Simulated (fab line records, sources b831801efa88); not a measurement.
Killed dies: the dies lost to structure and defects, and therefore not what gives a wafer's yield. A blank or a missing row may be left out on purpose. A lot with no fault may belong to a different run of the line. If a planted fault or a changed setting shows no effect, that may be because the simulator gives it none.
Chamber matching / flow gf180mcu / cmp-02 running GF_CONTACT_CMP_27: 4 sister chambers
The step polishes, stops on SiO2, t overpolish 15 s, target thk 0 nm. 4 wafers are shown with their chamber, then 12 later ones without.

## EACH WAFER AND ITS CHAMBER
wafer=L088.2; chamber=1; motor-current-A (A)=9.5
wafer=L088.3; chamber=2; motor-current-A (A)=11.3
wafer=L089.4; chamber=0; motor-current-A (A)=11.0
wafer=L089.6; chamber=3; motor-current-A (A)=12.3

## WAFERS MISSING THEIR CHAMBER
wafer=L091.3; motor-current-A (A)=11.7
wafer=L091.4; motor-current-A (A)=10.4
wafer=L091.5; motor-current-A (A)=10.1
wafer=L092.1; motor-current-A (A)=11.8
wafer=L092.3; motor-current-A (A)=10.0
wafer=L092.6; motor-current-A (A)=10.2
wafer=L093.2; motor-current-A (A)=11.7
wafer=L093.4; motor-current-A (A)=12.0
wafer=L093.6; motor-current-A (A)=12.1
wafer=L095.1; motor-current-A (A)=11.0
wafer=L095.3; motor-current-A (A)=11.9
wafer=L095.5; motor-current-A (A)=12.1

## WHICH CHAMBER EACH WENT THROUGH
wafer=L091.3; from the rows above=can't be placed: 2 or 3 or 0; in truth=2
wafer=L091.4; from the rows above=can't be placed: 0 or 1 or 2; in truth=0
wafer=L091.5; from the rows above=can't be placed: 1 or 0 or 2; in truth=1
wafer=L092.1; from the rows above=can't be placed: 2 or 3 or 0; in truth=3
wafer=L092.3; from the rows above=can't be placed: 1 or 0 or 2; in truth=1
wafer=L092.6; from the rows above=can't be placed: 1 or 0 or 2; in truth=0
wafer=L093.2; from the rows above=can't be placed: 2 or 3 or 0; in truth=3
wafer=L093.4; from the rows above=can't be placed: 3 or 2 or 0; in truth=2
wafer=L093.6; from the rows above=can't be placed: 3 or 2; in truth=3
wafer=L095.1; from the rows above=can't be placed: 0 or 2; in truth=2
wafer=L095.3; from the rows above=can't be placed: 3 or 2 or 0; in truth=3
wafer=L095.5; from the rows above=can't be placed: 3 or 2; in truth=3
Correctly placed: 0 of 12. Unplaceable from these rows: 12, with the true chamber sitting among the candidates in 12. Wrongly placed: 0.
How it was worked out, from the rows above alone: a wafer's distance from a chamber is the root of the sum, over the readings, of the square of ((its reading less the chamber's mean) divided by the reading's scatter). If the next closest chamber is less than 2 further off than the closest, the wafer can't be placed; otherwise it belongs to the closest. A chamber's mean is the mean of its shown wafers. The scatter (one wafer shown for each chamber): square how far every hidden wafer sits from the nearest shown wafer, average those squares and take the square root.
